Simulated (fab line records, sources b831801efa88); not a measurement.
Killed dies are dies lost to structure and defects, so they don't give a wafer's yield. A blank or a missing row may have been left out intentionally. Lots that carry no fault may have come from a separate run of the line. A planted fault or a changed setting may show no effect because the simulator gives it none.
Which of the tools did it? | flow sfq line | 14 lots, 41 wafers sampled, at 2 steps of a route of 325

WHAT THE GAUGES SHOWED, per wafer
SFQ_M4_RS_MEAS_924: measurement is done with a four-point probe.
lot  | measured     | on            | M4_NB_RS (ohm/sq)
L907 | day 39 12:38 | film metro-01 | 0.884 0.910 0.899
L908 | day 39 16:14 | film metro-01 | 0.873 0.866 0.870
L909 | day 40 03:04 | film metro-03 | 0.898 0.889 0.882
L910 | day 41 22:26 | film metro-03 | 0.900 0.896 0.889
L911 | day 42 02:04 | film metro-04 | 0.891 0.895 0.890
L912 | day 42 05:40 | film metro-04 | 0.877 0.878 0.888
L913 | day 42 07:04 | film metro-01 | 0.899 0.910 0.915
L915 | day 43 06:30 | film metro-01 | 0.877 0.869 0.879
L917 | day 50 01:37 | film metro-04 | 0.886 0.883 0.900
L923 | day 51 14:21 | film metro-01 | 0.737 0.736
L924 | day 51 16:44 | film metro-01 | 0.891 0.887 0.883
L925 | day 51 20:21 | film metro-03 | 0.729 0.738 0.728
L928 | day 53 13:52 | film metro-03 | 0.881 0.875 0.876
L929 | day 54 16:45 | film metro-03 | 0.897 0.895 0.894

EACH LOT AND THE TOOL THAT RAN IT (in order: tool; ch and the chambers of the sampled wafers; start)
lot  | SFQ_TRILAYER_M4_DEP_SPUTTER_091
L907 | pvd sputter-03, day 39 12:32
L908 | pvd sputter-04, day 39 16:08
L909 | pvd sputter-04, day 40 02:57
L910 | pvd sputter-04, day 41 22:21
L911 | pvd sputter-04, day 42 01:58
L912 | pvd sputter-03, day 42 05:34
L913 | pvd sputter-05, day 42 06:59
L915 | pvd sputter-05, day 43 06:25
L917 | pvd sputter-03, day 50 01:28
L923 | pvd sputter-03, day 51 14:14
L924 | pvd sputter-04, day 51 16:38
L925 | pvd sputter-03, day 51 20:16
L928 | pvd sputter-04, day 53 13:47
L929 | pvd sputter-04, day 54 16:37
- SFQ_TRILAYER_M4_DEP_SPUTTER_091: material Nb, target thk 200 nm, time 133.3 s.

AS READ BY THE TOOLS THEMSELVES (means over the sampled wafers that have a number; for cases with no such wafer, the mark the record gives instead)
SFQ_TRILAYER_M4_DEP_SPUTTER_091.
lot  | tool           | cathode dc power W (W) | substrate temp c (C) | throttle valve pct (%)
L907 | pvd sputter-03 | 2000.5                 | 19.99                | 29.4
L908 | pvd sputter-04 | 2000.3                 | 19.91                | 31.4
L909 | pvd sputter-04 | 2000.1                 | 19.99                | 31.3
L910 | pvd sputter-04 | 1999.7                 | 19.92                | 30.6
L911 | pvd sputter-04 | 2000.3                 | 20.01                | 30.3
L912 | pvd sputter-03 | 1999.8                 | 19.96                | 29.6
L913 | pvd sputter-05 | 2000.1                 | 20.05                | 29.3
L915 | pvd sputter-05 | 1999.7                 | 20.00                | 28.9
L917 | pvd sputter-03 | 1999.9                 | 20.04                | 29.6
L923 | pvd sputter-03 | 2427.6                 | 20.05                | 29.2
L924 | pvd sputter-04 | 2000.1                 | 19.97                | 30.6
L925 | pvd sputter-03 | 2427.3                 | 19.99                | 29.9
L928 | pvd sputter-04 | 2000.2                 | 19.92                | 30.2
L929 | pvd sputter-04 | 1999.4                 | 20.14                | 31.6

THE ANSWER, worked out from the rows above alone
Rule: what is usual is taken from the lots themselves. Put in order of their means at a reading, lots are off if they are a third of the lots or fewer, leave a main group of 4 or more, and stand apart from it by a gap of 3 or more times the standard deviation of the main group's means; of several such gaps the widest counts. Not used: any main group whose means are identical at the precision the tables above print for the reading. A lot without any number at a reading at which 4 lots or more have one is off too. Any other lot the step has rows for is counted as sound. After the gauges, taken in route order, come the tools' own readings; for these a lot's mean is taken, as printed above. The first step at which some lot is off is used, and at that step the reading that is off furthest; a lot without a number counts as furthest.
Off: L923, L925, seen at SFQ_M4_RS_MEAS_924 (M4_NB_RS). Main group: mean 0.888 ohm/sq, sd 0.01.
If a tool, at a process step before that reading, ran all the lots that are off and no sound lot after the first of them, it fits. Not tried: the gauges at SFQ_M4_RS_MEAS_924; whatever is off there is also off at SFQ_TRILAYER_M4_DEP_SPUTTER_091, on other tools, and gauge error can't account for it. One fits: pvd sputter-03 at SFQ_TRILAYER_M4_DEP_SPUTTER_091. A fault onset in the window from L917 (day 50 01:28, its last sound lot) to L923 (day 51 14:14, its first lot off) fits.
The tool's own readings at SFQ_TRILAYER_M4_DEP_SPUTTER_091 bear it out: on the lots that are off they differ by more than 5 times the standard deviation of the sound lots' means. cathode dc power W reads 2427.4 W there against 2000.0 W on the sound lots.

WHAT THE SIMULATOR PUT IN
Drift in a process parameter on pvd sputter-03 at SFQ_TRILAYER_M4_DEP_SPUTTER_091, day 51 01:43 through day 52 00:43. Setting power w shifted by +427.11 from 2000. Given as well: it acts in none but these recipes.
Shown lots that were struck: L923, L925. The same result came from the rule above.
